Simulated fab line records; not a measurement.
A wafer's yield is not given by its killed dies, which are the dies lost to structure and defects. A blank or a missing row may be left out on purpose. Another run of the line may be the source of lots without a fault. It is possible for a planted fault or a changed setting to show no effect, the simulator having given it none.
Split-lot study	flow sfq_line	route with 325 steps; 5 lots, 19 wafers read

## ABOUT THE SPLIT
At SFQ_TRILAYER_M4_ETCH_METAL_ETCH_096 (etches Nb in Cl2/Ar, stops on SiO2, target depth 240 nm, time 120 s), the setting time_s was moved away from the recipe's 120 s on 8 of the 19 wafers read, by -7.9% to +5.7%. The other wafers ran this setting at the recipe's value.

The reading is taken at the split's own step.

## THE READING
KrF_of_TRILAYER_M4_LITHO_COAT_093.thk_nm (the simulator's own value, which no gauge read), in nm, at SFQ_TRILAYER_M4_ETCH_METAL_ETCH_096 (etches Nb in Cl2/Ar, stops on SiO2, target depth 240 nm, time 120 s). The file gives no usual value for it. The 11 wafers here that ran the recipe average 384.4 nm, standard deviation 3.6 nm.

wafer	tool, chamber at the split	time_s as run, s	against the recipe	KrF_of_TRILAYER_M4_LITHO_COAT_093.thk_nm, nm	against lot-mates on the recipe
L074.1	rie_metal-01, 1	120	recipe	380.9	-
L074.2	rie_metal-01, 0	120	recipe	382.7	-
L074.5	rie_metal-01, 1	120	recipe	380.6	-
L075.1	rie_metal-04, 0	120	recipe	387.7	-
L075.2	rie_metal-04, 1	110.5	-7.9%	401.1	+11.9
L075.3	rie_metal-04, 1	110.5	-7.9%	400.2	+11.0
L075.5	rie_metal-04, 1	110.5	-7.9%	398.3	+9.1
L075.6	rie_metal-04, 0	120	recipe	390.7	-
L079.1	rie_metal-02, 0	120	recipe	380.7	-
L079.3	rie_metal-02, 1	114.2	-4.8%	387.8	+6.6
L079.4	rie_metal-02, 0	120	recipe	381.8	-
L079.5	rie_metal-02, 0	114.2	-4.8%	387.5	+6.2
L079.6	rie_metal-02, 1	114.2	-4.8%	388.3	+7.1
L080.3	rie_metal-02, 0	120	recipe	382	-
L080.4	rie_metal-02, 1	126.8	+5.7%	376	-6.0
L080.5	rie_metal-02, 0	126.8	+5.7%	377.2	-4.8
L082.3	rie_metal-04, 1	120	recipe	383.8	-
L082.4	rie_metal-04, 0	120	recipe	389.2	-
L082.6	rie_metal-04, 0	120	recipe	388.2	-

FIT RESULTS
A straight line over all 19 wafers: KrF_of_TRILAYER_M4_LITHO_COAT_093.thk_nm changes by -1.58 nm for each +1% of time_s; r = -0.87; the points scatter about the line by 3.7 nm.
The same after taking each lot's own level away (the mean of its wafers on the recipe; 19 wafers): -1.24 nm for each +1%; r = -0.96; scatter 1.4 nm.
That fit puts the effect of the largest move of time_s on the reading at 9.8 nm.
Measured against the standard deviation above, the lots' own levels, which go from 381.25 to 389.20 nm, span 2.2 times it.
In other words, the slope is changed by the lot-to-lot level; the two fits disagree.
Check: for one of the wafers moved furthest among these (-7.9%), held out of the fit, the line's prediction against its lot-mates is +9.79 nm. It came out at +11.9 nm against them.

## THESE WAFERS: OTHER SPLITS
Before the reading, these wafers also passed through other splits. Each is held against what the fit with the lots' levels taken away leaves over:
other split on the same wafers	wafers away from the commonest value	r with KrF_of_TRILAYER_M4_LITHO_COAT_093.thk_nm (lot level and that fit taken away)
SFQ_TRILAYER_I1_VIA_LITHO_COAT_049 resist_thk_nm	6	+0.22
SFQ_TRILAYER_M2_LITHO_EXPOSE_058 dose_mj	8	+0.20
SFQ_TRILAYER_I2_CMP_CMP_064 down_force_psi	4	-0.24
SFQ_TRILAYER_I2_VIA_LITHO_COAT_072 resist_thk_nm	3	-0.23
SFQ_TRILAYER_I3_CMP_CMP_082 leave_above_ref_nm	7	+0.36
SFQ_TRILAYER_I3_VIA_BARC_OPEN_VIA_ETCH_121 bias_w	6	+0.08
SFQ_TRILAYER_M4_DEP_SPUTTER_091 power_w	2	+0.04

## THE FILE'S OWN FIT
KrF_of_TRILAYER_M4_LITHO_COAT_093.thk_nm changes by -1.28 nm for each +1% of time_s, r = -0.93.
